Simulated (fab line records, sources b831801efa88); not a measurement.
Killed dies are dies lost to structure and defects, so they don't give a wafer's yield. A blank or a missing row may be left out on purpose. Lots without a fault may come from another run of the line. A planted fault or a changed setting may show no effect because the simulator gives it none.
Chamber matching | flow gf180mcu | GF_V3_ETCH_16 on rie_diel-04: 4 sister chambers
The step etches BARC in N2/H2. 4 wafers are shown with their chamber, then 8 later ones without.

WAFERS WITH THEIR CHAMBER
wafer  | chamber | throttle_valve_pct (%)
L677.5 | 1       | 13.222
L692.3 | 0       | 13.217
L692.6 | 3       | 13.218
L697.2 | 2       | 13.236

WAFERS WITHOUT THEIR CHAMBER
wafer  | throttle_valve_pct (%)
L697.4 | 13.215
L697.6 | 13.229
L698.2 | 13.235
L698.3 | 13.210
L698.4 | 13.225
L700.1 | 13.215
L700.2 | 13.226
L700.4 | 13.215

WHICH CHAMBER EACH WENT THROUGH
wafer  | from the rows above               | in truth
L697.4 | can't be placed: 0 or 3 or 1      | 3
L697.6 | can't be placed: 1 or 2 or 3 or 0 | 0
L698.2 | 2                                 | 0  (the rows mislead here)
L698.3 | can't be placed: 0 or 3 or 1      | 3
L698.4 | can't be placed: 1 or 3 or 0 or 2 | 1
L700.1 | can't be placed: 0 or 3 or 1      | 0
L700.2 | can't be placed: 1 or 3 or 0 or 2 | 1
L700.4 | can't be placed: 0 or 3 or 1      | 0
Placed correctly: 0 of 8. Can't be placed from these rows: 7 (the true chamber is among the candidates in 7). Placed wrongly: 1.
How it was worked out, from the rows above alone: a wafer's distance from a chamber is the root of the sum, over the readings, of the square of ((its reading less the chamber's mean) divided by the reading's scatter). The wafer belongs to the nearest chamber; if the next one is less than 2 further off, it can't be placed. A chamber's mean is the mean of its shown wafers. The scatter: with one shown wafer a chamber, the root of the mean of the squares of how far each hidden wafer lies from its nearest shown one.
